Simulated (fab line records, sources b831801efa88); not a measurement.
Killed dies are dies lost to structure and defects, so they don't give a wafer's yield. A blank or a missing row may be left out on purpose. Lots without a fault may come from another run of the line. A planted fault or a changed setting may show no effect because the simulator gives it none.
Problem report in the 8D (eight disciplines) form, filled by code | flow sky130 | the parts of the form that need people (team, actions taken, sign-off) are left out

1. THE PROBLEM
oes_product_au at SKY_VIA3_ETCH_14 reads a mean of 0.885 a.u. on 3 wafers of 2 lots; wafers without a fault read 0.855 a.u. with a standard deviation of 0.0052. That is +5.8 standard deviations from the usual mean.
The step: etches BARC in N2/H2, stops on SiO2, time 45.9 s, target depth 60 nm.
First seen on wafer L597.1, day 43 08:13, on rie_diel-04. The record holds 33 wafers of 11 lots with a number at this step. Rule for "out", or "out of limits": more than 4 standard deviations from the usual mean. The other wafers with a number count as sound.

2. WHAT IT IS AND WHAT IT IS NOT
question                    | is                     | is not
which readings at this step | oes_product_au         | chamber_pressure_mTorr, drypump_motor_current_A, throttle_valve_pct
which lots                  | L597, L600             | L589, L590, L591, L593, L595, L598, L604, L608, L609
which wafers of those lots  | L597.1, L597.6, L600.1 | L597.5, L600.2, L600.5
read on which tools         | rie_diel-04            | rie_diel-01, rie_diel-03
when                        | from day 43 08:13      | up to then (16 sound wafers); but 14 sound wafers of L598, L600, L604, L608, L609 came after

3. SUSPECTS, AND WHAT RULES EACH OUT
Counting: a tool at a process step up to the reading stays a suspect if it ran every lot that is out. Sound lots after the first of them don't rule it out here, since some wafers of a struck lot are sound.
- rie_metal-04 at SKY_METAL3_ETCH_16 (etches BARC in N2/H2, stops on SiO2, time 88.2 s, target depth 60 nm): kept. It ran every lot that is out, first L597 (day 42 07:14); its last sound lot up to then is L593 (day 40 22:40).
- rie_diel-04 at SKY_VIA3_ETCH_14 (etches BARC in N2/H2, stops on SiO2, time 45.9 s, target depth 60 nm): kept. It ran every lot that is out, first L597 (day 43 08:13); its last sound lot up to then is L595 (day 42 18:19). Its own readings are out on those wafers: oes_product_au.
- Within rie_metal-04 at SKY_METAL3_ETCH_16: the wafers that are out ran in chamber 1; their sound lot-mates ran in chamber 0.
Left after counting: rie_metal-04 at SKY_METAL3_ETCH_16, rie_diel-04 at SKY_VIA3_ETCH_14.

4. THE CAUSE (what the simulator had put in)
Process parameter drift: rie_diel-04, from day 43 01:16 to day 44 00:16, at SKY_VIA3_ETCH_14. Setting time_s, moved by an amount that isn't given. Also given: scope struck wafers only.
Counting left 2 suspects, and this tool is among them.

5. THE CHAIN OF EFFECTS, in route order
Each row: a reading whose mean over the struck wafers that have a number lies more than 3 standard deviations from the usual. Only readings for which the record gives a usual standard deviation are gone through. hours: the time from each lot's start at the first step in this table that gives one to its start at this step, as a median over the lots. sigmas: the change in usual standard deviations.
hours | step             | reading        | usual      | on struck wafers | change | sigmas
0     | SKY_VIA3_ETCH_14 | oes_product_au | 0.855 a.u. | 0.885            | +0.030 | +5.8
0     | SKY_VIA3_ETCH_14 | run_length_s   | 74.3 s     | 72.7             | -1.6   | -3.4
The process steps in it:
- SKY_VIA3_ETCH_14: etches BARC in N2/H2, stops on SiO2, time 45.9 s, target depth 60 nm.

6. WHAT WOULD HAVE CAUGHT IT SOONER
In this record the first reading out of limits was taken at day 43 08:13, 7 hours after the fault began at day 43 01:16.
